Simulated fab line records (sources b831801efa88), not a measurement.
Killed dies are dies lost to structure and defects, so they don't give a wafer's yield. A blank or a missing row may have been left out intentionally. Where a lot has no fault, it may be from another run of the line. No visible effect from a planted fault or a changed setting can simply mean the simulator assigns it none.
8D (eight disciplines) problem report, filled in by code || flow gf180mcu || the parts of the form that need people (team, actions taken, sign-off) are left out

== 1. WHAT WENT WRONG ==
Mean of oes_product_au at GF_STI_ETCH_14: 0.800 a.u. across 2 wafers in 2 lots; on wafers with no fault it is 1.006 a.u. (standard deviation 0.01). Relative to the usual mean, that is a shift of -21 standard deviations.
The step: etches Si in HBr/Cl2/O2, target depth 360 nm, time 102.9 s.
First seen on wafer L748.4, day 3 19:29, on rie_si-02. The record has a number at this step for 28 wafers belonging to 10 lots. By rule, "out" or "out of limits" means more than 4 standard deviations away from the usual mean. All remaining wafers that have a number are taken as sound.

== 2. WHAT IT IS, WHAT IT ISN'T ==
{"question": "which readings at this step", "is": "oes_product_au, throttle_valve_pct", "is not": "drypump_motor_current_A"}
{"question": "which lots", "is": "L748, L749", "is not": "L740, L741, L743, L752, L753, L754, L760, L763"}
{"question": "which wafers of those lots", "is": "L748.4, L749.4", "is not": "L748.3, L749.2"}
{"question": "read on which tools", "is": "rie_si-02", "is not": "rie_si-01"}
{"question": "when", "is": "from day 3 19:29", "is not": "up to then (10 sound wafers); but 16 sound wafers of L749, L752, L753, L754, L760, L763 came after"}

== 3. THE SUSPECTS, EACH WITH WHAT RULES IT OUT ==
Counting: a tool at a process step up to the reading stays a suspect if it ran every lot that is out. Sound lots after the first of them don't rule it out here, since some wafers of a struck lot are sound.
- rie_si-02 at GF_STI_ETCH_14 (etches Si in HBr/Cl2/O2, target depth 360 nm, time 102.9 s): kept. Every lot that is out went through it, the first being L748 (day 3 19:29); the last sound lot it ran before that was L740 (day 2 01:52). Its own readings are out on those wafers: oes_product_au, throttle_valve_pct.
Left after counting: rie_si-02 at GF_STI_ETCH_14.

== 4. THE CAUSE (what the simulator had put in) ==
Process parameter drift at GF_STI_ETCH_14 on rie_si-02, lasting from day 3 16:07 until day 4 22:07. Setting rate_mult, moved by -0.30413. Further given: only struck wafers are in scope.
Counting left only this tool.

== 5. THE CHAIN OF EFFECTS, in route order ==
One row per reading whose mean, taken over the struck wafers that have a number, lies over 3 standard deviations from the usual. Only readings whose record carries a usual standard deviation are examined. hours: median over the lots of the time between each lot's start at the first step of this table that gives one and its start at this step. sigmas: the change, counted in usual standard deviations.
{"hours": 0, "step": "GF_STI_ETCH_14", "reading": "oes_product_au", "usual": "1.006 a.u.", "on struck wafers": 0.800, "change": -0.206, "sigmas": -21}
{"hours": 0, "step": "GF_STI_ETCH_14", "reading": "throttle_valve_pct", "usual": "25.653 %", "on struck wafers": 25.793, "change": "+0.140", "sigmas": "+13"}
{"hours": 0, "step": "GF_STI_STRIP_15", "reading": "strip_time_to_endpoint_s", "usual": "3.70 s", "on struck wafers": 4.05, "change": "+0.35", "sigmas": "+7.4"}
The process steps in it:
- GF_STI_ETCH_14: etches Si in HBr/Cl2/O2, target depth 360 nm, time 102.9 s.
- GF_STI_STRIP_15: strips in O2/N2.

== 6. HOW IT WOULD HAVE BEEN CAUGHT EARLIER ==
In this record no reading fell out of limits until day 3 19:29, 3 hours after the fault had begun at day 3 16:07.
